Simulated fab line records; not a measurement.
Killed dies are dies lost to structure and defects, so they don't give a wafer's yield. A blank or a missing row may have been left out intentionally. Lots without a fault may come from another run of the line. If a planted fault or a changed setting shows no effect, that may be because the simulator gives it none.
Chamber matching    flow sky130    4 sister chambers for SKY_LI_CONTACT_ETCH_15 on rie_diel-04
The step etches PSG in C4F8/O2/Ar, stops on Si, target depth 600 nm. 8 wafers are shown with their chamber, then 8 later ones without.

EACH WAFER AND ITS CHAMBER
wafer   chamber  oes_product_au (a.u.)
L075.6  3        0.839
L076.1  1        0.835
L078.2  2        0.840
L078.6  1        0.836
L084.2  0        0.835
L084.5  3        0.838
L084.6  2        0.832
L088.3  0        0.831

WAFERS WITHOUT THEIR CHAMBER
wafer   oes_product_au (a.u.)
L088.5  0.838
L088.6  0.831
L091.2  0.832
L091.5  0.842
L091.6  0.833
L092.4  0.842
L092.5  0.839
L092.6  0.832

WHICH CHAMBER EACH WENT THROUGH
wafer   from the rows above                in truth
L088.5  can't be placed: 3 or 2 or 1 or 0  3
L088.6  can't be placed: 0 or 1 or 2 or 3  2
L091.2  can't be placed: 0 or 1 or 2 or 3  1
L091.5  can't be placed: 3 or 2 or 1 or 0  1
L091.6  can't be placed: 0 or 1 or 2 or 3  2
L092.4  can't be placed: 3 or 2 or 1 or 0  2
L092.5  can't be placed: 3 or 2 or 1 or 0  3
L092.6  can't be placed: 0 or 1 or 2 or 3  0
Correct placement for 0 of the 8. Can't be placed from these rows: 8 (the true chamber is among the candidates in 8). 0 placed wrongly.
How it was worked out, from the rows above alone: a wafer's distance from a chamber is the root of the sum, over the readings, of the square of ((its reading less the chamber's mean) divided by the reading's scatter). If the next closest chamber is less than 2 further off than the closest, the wafer can't be placed; otherwise it belongs to the closest. The mean given for a chamber averages the wafers shown for that chamber. The scatter: the root of (the sum of the squares of (reading less its chamber's mean) over the shown wafers, divided by (wafers less chambers)).
